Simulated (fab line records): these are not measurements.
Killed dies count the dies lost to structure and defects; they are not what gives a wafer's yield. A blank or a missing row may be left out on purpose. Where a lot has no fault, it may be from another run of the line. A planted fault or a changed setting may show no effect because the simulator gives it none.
fab line records	flow sky130
[record] lots = 6	wafers = 18	last-day = 50
route steps=708 shown LDD_N@252 LDD_P@255 LDD_HVN@267 PAD_OPEN@708
lots that met no fault: taken from a fault-free run of the same line
start-h: hours from the record's opening day to when the first of the lot's shown wafers began	wait-h: how many hours have passed since the lot's step before this one	" identical to the entry in the row above	L1.1+2: a row that stands for several wafers	- no value present, or no start provided	* or withheld: withheld	< > ~ a bound
route shown NAME@n: a module of which the file shows steps, and the number in the route of the first	usual: mean/standard deviation of fault-free wafers	same: alike in all rows	chamber/n: place in a boat	sites: readings site by site	_std_site: standard deviation of those values	_edge_site: mean of outer sites minus mean of inner sites	radius-mm: how far each site lies from the wafer's centre	mask NAME#n: copy n	behind: tool/chamber where the wafer was last shaped	hold: why the lot went on hold/how many hours it stayed there/how the hold came to an end	device: whichever transistor did not switch (one of n, p or np)	end of line: the same wafers' tests at the end of the route	a step without rows: its recipe alone	killed: count of dies lost to structure and defects at first sort (not the wafer's yield)	map: a wafer's dies, marking killed ones x, the rest . and places with no die _
set.NAME: setting as actually run; set.NAME@STEP: the setting as run at that earlier step	model.NAME: the simulator's own value behind a step, which no gauge read
certain route steps with their lots: each step a table, each wafer a row
services: the hour from which a tool's chamber was out of use, counted from the record's first day as start-h (under 0 if before that day), plus the number of hours and why
[[steps]]
[step SKY_LDD_N_IMPLANT_15]
[recipe] species = BF2	energy-kev = 50	dose-cm2 = 5e+12	tilt-deg = 30	rotation-deg = 270
[step SKY_LDD_N_STRIP_16]
[recipe] chemistry = O2/N2	power-w = 1400	pressure-mtorr = 1500	platen-temp-c = withheld	o2-flow-sccm = 3000	n2-flow-sccm = 300	overash-fraction = 0.5
[usual] drypump-motor-current-A = 5.7/0.47	oes-product-au = 0.407/0.0046	strip-time-to-endpoint-s = 4.314/0.013
lot.wafer	tool	chamber	start-h	wait-h	drypump-motor-current-A	oes-product-au	rf-hours-counter-h	strip-time-to-endpoint-s
L769.1	plasma-asher-04	0	420.75	0.1	6.0	0.406	73	4.294
L769.2	"	1	"	"	5.9	0.403	73	4.312
L769.3	"	0	"	"	6.0	0.406	-	4.310
L771.3	plasma-asher-03	0	441.83	0.1	5.6	0.412	-	4.312
L771.4	"	1	"	"	6.2	0.404	-	4.304
L771.6	"	1	"	"	6.2	0.412	-	4.298
L772.1	plasma-asher-02	0	452.00	0.1	4.8	0.409	30	4.325
L772.4	"	1	"	"	5.8	0.405	-	4.310
L772.5	"	1	"	"	5.8	0.414	-	4.317
L780.2	plasma-asher-02	1	520.20	0.1	5.8	0.403	37	4.308
L780.5	"	0	"	"	4.8	0.405	-	4.295
L780.6	"	1	"	"	5.8	0.401	-	4.302
L789.3	plasma-asher-02	1	589.94	0.1	5.8	0.413	-	4.308
L789.5	"	0	"	"	4.8	0.407	-	4.310
L789.6	"	1	"	"	5.8	0.412	-	4.304
L790.2	plasma-asher-02	0	598.30	0.1	4.8	0.407	45	4.326
L790.3	"	0	"	"	4.8	0.406	-	4.319
L790.6	"	1	"	"	5.8	0.401	-	4.320
[step SKY_LDD_N_TW_MEAS_17]
[usual] LDD_N_TW = 2593/16
lot.wafer	tool	chamber	start-h	wait-h	LDD_N_TW
L769.1	film-metro-03	-	420.85	0.1	2588
L769.2	"	-	"	"	2590
L769.3	"	-	"	"	2580
L771.3	film-metro-03	-	441.92	0.1	2594
L771.4	"	-	"	"	2576
L771.6	"	-	"	"	2594
L772.1	film-metro-03	-	452.10	0.1	2588
L772.4	"	-	"	"	2582
L772.5	"	-	"	"	2571
L780.2	film-metro-03	-	520.31	0.1	2581
L780.5	"	-	"	"	2576
L780.6	"	-	"	"	2585
L789.3	film-metro-03	-	590.02	0.1	2567
L789.5	"	-	"	"	2571
L789.6	"	-	"	"	2575
L790.2	film-metro-03	-	598.41	0.1	2575
L790.3	"	-	"	"	2572
L790.6	"	-	"	"	2585
[step SKY_LDD_P_DEHYDRATE_00]
[recipe] temp-c = 200	time-s = 60
[step SKY_LDD_P_HMDS_01]
[recipe] prime-time-s = 60	prime-temp-c = 120
[step SKY_LDD_P_COAT_02]
[recipe] resist = NOVOLAK	spin-rpm = 3000	resist-thk-nm = 1140
[step SKY_LDD_P_SOFTBAKE_03]
[recipe] temp-c = 90	time-s = 60	resist = NOVOLAK
[step SKY_LDD_P_EXPOSE_04]
[recipe] mask-id = PSDM	na = 0.6	source-shape = conventional	sigma-outer = 0.6	polarization = unpolarized	target-cd-nm = 380	dose-mj = 138
[step SKY_LDD_P_PEB_05]
[recipe] temp-c = withheld	time-s = *	resist = NOVOLAK
[step SKY_LDD_P_DEVELOP_06]
[recipe] resist = NOVOLAK	developer = TMAH	develop-time-s = 60	dev-temp-c = 23
[step SKY_LDD_P_CD_MEAS_07]
[recipe] target-cd-nm = 380
[usual] cd-nm = 380.1/2.9
lot.wafer	tool	chamber	start-h	wait-h	cd-nm
L769.1	cd-sem-01	-	451.97	0.1	382.4
L769.2	"	-	"	"	381.3
L769.3	"	-	"	"	382.0
L771.3	cd-sem-01	-	473.51	0.1	379.7
L771.4	"	-	"	"	379.0
L771.6	"	-	"	"	379.7
L772.1	cd-sem-02	-	483.07	0.1	375.6
L772.4	"	-	"	"	377.4
L772.5	"	-	"	"	378.2
L780.2	cd-sem-01	-	550.75	0.2	381.6
L780.5	"	-	"	"	379.6
L780.6	"	-	"	"	380.5
L789.3	cd-sem-01	-	619.11	0.1	377.3
L789.5	"	-	"	"	377.2
L789.6	"	-	"	"	377.7
L790.2	cd-sem-02	-	627.49	0.1	379.9
L790.3	"	-	"	"	380.4
L790.6	"	-	"	"	380.3
[step SKY_LDD_P_OVL_MEAS_08]
[usual] LDD_P_OVL = -0.4/1.4
lot.wafer	tool	chamber	start-h	wait-h	LDD_P_OVL[nm]
L769.1	overlay-01	-	452.09	0.1	-1.1
L769.2	"	-	"	"	-0.3
L769.3	"	-	"	"	-2.5
L771.3	overlay-01	-	473.60	0.1	0.1
L771.4	"	-	"	"	-0.4
L771.6	"	-	"	"	0.9
L772.1	overlay-01	-	483.19	0.1	-1.8
L772.4	"	-	"	"	-2.4
L772.5	"	-	"	"	0.2
L780.2	overlay-02	-	550.86	0.1	1.3
L780.5	"	-	"	"	4.0
L780.6	"	-	"	"	0.0
L789.3	overlay-02	-	619.20	0.1	-1.1
L789.5	"	-	"	"	-0.4
L789.6	"	-	"	"	0.1
L790.2	overlay-01	-	627.59	0.1	0.7
L790.3	"	-	"	"	0.2
L790.6	"	-	"	"	1.5
[step SKY_LDD_P_IMPLANT_09]
[recipe] species = BF2	energy-kev = 25	dose-cm2 = 1e+13	tilt-deg = withheld
lot.wafer	tool	chamber	start-h	wait-h
L769.1+2+3	implanter-03	0	452.12	0.0
L771.3+4+6	implanter-03	0	473.67	0.1
L772.1+4+5	implanter-03	0	483.22	0.0
L780.2+5+6	implanter-03	0	550.91	0.0
L789.3+5+6	implanter-03	0	619.27	0.1
L789.3+5+6	implanter-03	0	619.60	0.3
L790.2+3+6	implanter-04	0	627.65	0.0
L790.2+3+6	implanter-04	0	627.96	0.3
[step SKY_LDD_P_STRIP_10]
[recipe] chemistry = O2/N2	power-w = 1400	pressure-mtorr = 1500	platen-temp-c = withheld	o2-flow-sccm = 3000	n2-flow-sccm = 300	overash-fraction = 0.5
[usual] drypump-motor-current-A = 5.7/0.48	oes-product-au = 0.716/0.0043	strip-time-to-endpoint-s = 14.18/0.033
lot.wafer	tool	chamber	start-h	wait-h	drypump-motor-current-A	oes-product-au	rf-hours-counter-h	strip-time-to-endpoint-s
L769.1	plasma-asher-01	0	452.27	0.1	6.3	0.713	64	14.16
L769.2	"	1	"	"	5.6	0.714	64	14.17
L769.3	"	1	"	"	5.7	0.712	-	14.14
L771.3	plasma-asher-03	1	473.81	0.1	6.2	0.712	-	14.18
L771.4	"	0	"	"	5.7	0.717	-	14.14
L771.6	"	1	"	"	6.2	0.717	-	14.16
L772.1	plasma-asher-02	0	483.37	0.1	4.8	0.712	33	14.18
L772.4	"	1	"	"	5.8	0.713	-	14.18
L772.5	"	1	"	"	5.8	0.716	-	14.16
L780.2	plasma-asher-01	0	551.04	0.1	6.3	0.711	74	14.28
L780.5	"	0	"	"	6.3	0.718	-	14.23
L780.6	"	1	"	"	5.6	0.714	-	14.20
L789.3	plasma-asher-03	0	619.73	0.1	5.6	0.714	-	14.18
L789.5	"	0	"	"	5.7	0.721	-	14.17
L789.6	"	1	"	"	6.1	0.709	-	14.20
L790.2	plasma-asher-02	1	628.09	0.1	5.8	0.722	48	14.15
L790.3	"	0	"	"	4.8	0.712	-	14.18
L790.6	"	0	"	"	4.8	0.717	-	14.20
[step SKY_LDD_P_TW_MEAS_11]
[usual] LDD_P_TW = 641/5.1
lot.wafer	tool	chamber	start-h	wait-h	LDD_P_TW
L769.1	film-metro-04	-	452.37	0.1	633
L769.2	"	-	"	"	640
L769.3	"	-	"	"	633
L771.3	film-metro-02	-	473.89	0.1	647
L771.4	"	-	"	"	641
L771.6	"	-	"	"	647
L772.1	film-metro-02	-	483.47	0.1	645
L772.4	"	-	"	"	645
L772.5	"	-	"	"	643
L780.2	film-metro-04	-	551.15	0.1	638
L780.5	"	-	"	"	636
L780.6	"	-	"	"	639
L789.3	film-metro-02	-	619.82	0.1	794
L789.5	"	-	"	"	798
L789.6	"	-	"	"	800
L789.3	film-metro-02	-	620.04	0.2	796
L789.5	"	-	"	"	795
L789.6	"	-	"	"	798
L790.2	film-metro-02	-	628.20	0.1	802
L790.3	"	-	"	"	801
L790.6	"	-	"	"	802
L790.2	film-metro-02	-	628.43	0.2	799
L790.3	"	-	"	"	799
L790.6	"	-	"	"	805
[step SKY_LDD_HVN_DEHYDRATE_00]
[recipe] temp-c = 200	time-s = 60
[step SKY_PAD_OPEN_PROBE_99]
[usual] killed_at_M0_to_M3 = 43/7.2	killed_at_M4_up = 3.2/1.8	killed-at-contacts = 23/5.6	killed-at-front-end = 15/4.6	killed-at-other = 0.3/0.71	killed-dies = 85/10	killed-open = 46/7.8	killed-short = 38/6.5
[same] gross-dies = 492	killed-at-back-side = 0
lot.wafer	tool	chamber	start-h	wait-h	killed_at_M0_to_M3	killed_at_M4_up	killed-at-contacts	killed-at-front-end	killed-at-other	killed-dies	killed-open	killed-short	model.etest.tip-p.rs-ohm-sq	model.etest.pfet_01v8.r-on-ohm-um	model.etest.pfet_01v8.drive-ua-um	model.etest.pfet_01v8_hvt.drive-ua-um	model.etest.sram-pfet-latch.drive-ua-um	model.etest.pfet_01v8_mvt.drive-ua-um	model.etest.pfet_01v8_lvt.drive-ua-um	model.etest.pfet_01v8.off-log10-a-um
L769.1	prober-01	-	1089.59	0.1	34	0	19	15	1	69	34	35	6981	2957	187	137.8	134.6	147.4	174.2	-10.3
L769.2	prober-01	-	1089.64	0.1	37	3	13	27	0	80	40	39	7000	3045	180.4	134.2	131.4	143.2	172	-10.47
L769.3	prober-01	-	1089.69	0.2	46	4	23	13	1	87	47	39	6980	3036	179.3	133.5	127.9	142.9	173	-10.61
L771.3	prober-02	-	1103.94	0.2	48	5	20	16	0	89	52	36	6826	2872	193.5	143	145.4	153.9	172.2	-9.812
L771.4	prober-02	-	1103.99	0.2	44	4	20	19	0	87	49	37	6736	2861	196.7	145.5	146.8	152.8	173	-9.531
L771.6	prober-02	-	1104.09	0.2	54	2	20	12	0	88	49	39	6875	2954	190.1	140.1	140.3	150.7	169.6	-9.972
L772.1	prober-02	-	1110.49	0.1	46	3	28	12	0	89	50	39	6803	2906	191.7	141.4	138.2	152.8	173.2	-9.551
L772.4	prober-02	-	1110.64	0.2	39	0	33	16	0	88	46	42	6775	2930	191.7	141.1	137.2	152	172.8	-9.585
L772.5	prober-02	-	1110.69	0.2	37	3	22	9	0	71	37	34	6817	2907	191.2	143	144	151.4	173.6	-9.831
L780.2	prober-02	-	1153.49	0.1	44	3	29	16	0	92	48	44	6810	2922	190.1	142.6	136.8	152.2	170.4	-9.492
L780.5	prober-02	-	1153.64	0.2	41	1	19	12	1	74	40	34	6842	2913	190.1	141.8	143.7	151	171.7	-9.457
L780.6	prober-02	-	1153.69	0.2	30	5	28	10	0	73	38	35	6818	2939	189.2	138.2	131.7	150.3	171	-9.773
L789.3	prober-01	-	1194.28	0.2	33	2	19	15	0	69	35	34	3970	2772	205.3	150.9	145	155.3	180.3	-8.785
L789.5	prober-01	-	1194.38	0.2	37	6	20	13	0	76	51	25	3941	2686	213.5	158.6	158.8	159	185.1	-8.624
L790.2	prober-02	-	1197.05	0.1	39	5	29	14	0	87	50	36	3985	2702	210.8	158	159.8	161	180.8	-8.711
L790.6	prober-02	-	1197.25	0.2	45	3	21	16	0	85	47	37	3951	2647	217.2	163.8	158.2	161	180	-8.333
// killed by level:class
L769.1 VIA1:geometric-particle:open=12 VIA1:geometric-particle:short=7 POLY_GATE:geometric-particle:open=6 CONTACT:geometric-particle:short=6 CONTACT:geometric-particle:open=6 METAL1:geometric-particle:short=5 FIELD_ISO:geometric-particle:open=3 POLY_GATE:geometric-particle:short=3
L769.2 FIELD_ISO:geometric-particle:short=9 METAL2:geometric-particle:short=8 VIA2:geometric-particle:open=7 CONTACT:geometric-particle:open=7 VIA1:geometric-particle:open=7 FIELD_ISO:geometric-particle:open=6 VIA1:geometric-particle:short=4 POLY_GATE:geometric-particle:open=4
L769.3 VIA1:geometric-particle:open=12 VIA3:geometric-particle:open=7 CONTACT:geometric-particle:open=6 VIA2:geometric-particle:open=6 FIELD_ISO:geometric-particle:short=5 LI_CONTACT:geometric-particle:open=5 VIA3:geometric-particle:short=5 LOCAL_INTERCONNECT:geometric-particle:short=4
L771.3 CONTACT:geometric-particle:open=10 VIA3:geometric-particle:open=9 VIA1:geometric-particle:open=8 METAL2:geometric-particle:short=8 METAL2:geometric-particle:open=6 LI_CONTACT:geometric-particle:open=4 VIA2:geometric-particle:open=4 METAL3:geometric-particle:short=4
L771.4 METAL2:geometric-particle:short=12 VIA1:geometric-particle:open=11 LI_CONTACT:geometric-particle:open=7 FIELD_ISO:geometric-particle:open=6 CONTACT:geometric-particle:open=6 POLY_GATE:geometric-particle:open=5 METAL1:geometric-particle:short=5 CONTACT:geometric-particle:short=4
L771.6 VIA3:geometric-particle:open=11 VIA2:geometric-particle:open=9 VIA1:geometric-particle:open=8 LI_CONTACT:geometric-particle:open=7 METAL2:geometric-particle:short=7 METAL1:geometric-particle:short=6 CONTACT:geometric-particle:short=6 CONTACT:geometric-particle:open=5
L772.1 CONTACT:geometric-particle:open=14 VIA1:geometric-particle:open=11 VIA2:geometric-particle:open=6 CONTACT:geometric-particle:short=5 METAL2:geometric-particle:short=5 VIA3:geometric-particle:open=5 LI_CONTACT:geometric-particle:open=4 METAL3:geometric-particle:short=4
L772.4 CONTACT:geometric-particle:open=18 CONTACT:geometric-particle:short=9 METAL2:geometric-particle:short=7 FIELD_ISO:geometric-particle:open=6 VIA1:geometric-particle:open=6 METAL1:geometric-particle:short=5 VIA2:geometric-particle:short=5 LI_CONTACT:geometric-particle:open=4
L772.5 METAL2:geometric-particle:short=10 LI_CONTACT:geometric-particle:open=8 CONTACT:geometric-particle:short=6 VIA3:geometric-particle:open=6 CONTACT:geometric-particle:open=4 VIA1:geometric-particle:open=4 VIA2:geometric-particle:short=4 FIELD_ISO:geometric-particle:open=3
L780.2 VIA1:geometric-particle:open=12 CONTACT:geometric-particle:open=11 METAL1:geometric-particle:short=7 VIA2:geometric-particle:open=7 CONTACT:geometric-particle:short=6 LI_CONTACT:geometric-particle:open=5 FIELD_ISO:geometric-particle:open=4 METAL2:geometric-particle:short=4
L780.5 METAL1:geometric-particle:short=7 FIELD_ISO:geometric-particle:open=6 METAL3:geometric-particle:short=6 LI_CONTACT:geometric-particle:open=6 METAL2:geometric-particle:short=6 VIA2:geometric-particle:open=6 VIA3:geometric-particle:open=6 VIA1:geometric-particle:open=5
L780.6 VIA1:geometric-particle:open=12 CONTACT:geometric-particle:open=11 LOCAL_INTERCONNECT:geometric-particle:short=6 CONTACT:geometric-particle:short=6 FIELD_ISO:geometric-particle:short=4 LI_CONTACT:geometric-particle:open=4 METAL2:geometric-particle:short=4 VIA2:geometric-particle:open=3
L789.3 CONTACT:geometric-particle:open=7 VIA1:geometric-particle:short=7 FIELD_ISO:geometric-particle:short=5 FIELD_ISO:geometric-particle:open=5 LI_CONTACT:geometric-particle:open=5 VIA1:geometric-particle:open=4 METAL2:geometric-particle:short=4 VIA2:geometric-particle:open=4
L789.5 VIA2:geometric-particle:open=10 LI_CONTACT:geometric-particle:open=9 VIA3:geometric-particle:open=7 VIA1:geometric-particle:open=6 FIELD_ISO:geometric-particle:open=5 POLY_GATE:geometric-particle:open=5 METAL4:geometric-particle:short=4 LOCAL_INTERCONNECT:geometric-particle:short=4
L790.2 CONTACT:geometric-particle:open=15 VIA3:geometric-particle:open=7 METAL2:geometric-particle:short=7 VIA2:geometric-particle:open=7 LI_CONTACT:geometric-particle:open=6 VIA1:geometric-particle:open=6 FIELD_ISO:geometric-particle:short=5 CONTACT:geometric-particle:short=4
L790.6 VIA3:geometric-particle:open=12 METAL2:geometric-particle:short=8 VIA1:geometric-particle:short=7 CONTACT:geometric-particle:open=6 POLY_GATE:geometric-particle:open=5 LI_CONTACT:geometric-particle:open=5 LOCAL_INTERCONNECT:geometric-particle:short=5 FIELD_ISO:geometric-particle:open=4
[[services]]
tool	chamber	start-h	hours	kind
implanter-04	-	407.37	2.7	pm
plasma-asher-04	-	421.25	9.0	pm
plasma-asher-04	0	421.25	9.0	vent-cycle
plasma-asher-04	1	421.25	9.0	vent-cycle
implanter-04	-	422.79	1.1	repair
plasma-asher-04	0	430.25	-	clean
plasma-asher-04	1	430.25	-	clean
plasma-asher-02	-	435.17	6.6	repair
implanter-03	-	438.81	4.8	pm
plasma-asher-03	-	506.05	20.6	repair
plasma-asher-01	-	510.88	2.8	pm
implanter-03	-	534.14	2.4	pm
plasma-asher-02	-	541.10	0.4	repair
implanter-04	-	582.56	1.3	repair
plasma-asher-03	-	590.43	0.4	repair
plasma-asher-01	-	594.59	0.4	repair
[[key]]
[first-sign] step = SKY_LDD_P_IMPLANT_09	reading = visit	direction = added
[effect] step = SKY_LDD_P_TW_MEAS_11	reading = visit	direction = added
[effect] step = SKY_LDD_P_TW_MEAS_11	reading = LDD_P_TW	direction = up	sigmas = 31	usual = 641	struck = 800
[model-effect] step = SKY_PAD_OPEN_PROBE_99	value = etest.tip-p.rs-ohm-sq	without = 6957	struck = 3962
met-at SKY_LDD_P_IMPLANT_09
struck-wafers L789.3,L789.5,L789.6,L790.2,L790.3,L790.6
rows-end L789.6,L790.3
tester-left-out L789,L790
[fault] kind = repeated-step-whole	tool = implanter-02,implanter-03,implanter-04	chamber = -	onset-h = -	steps = SKY_LDD_P_IMPLANT_09	times = 1	scope = struck-lots-only
// tester-left-out: of these lots the tester's yield and bins aren't shown, on N5 and GAA mostly nor the transistor test; their killed dies are dies lost to structure and defects alone, not to doping, threshold or leakage, so they don't give the yield
// rows-end: these wafers met a further fault down the route, and their rows from its step on are left out
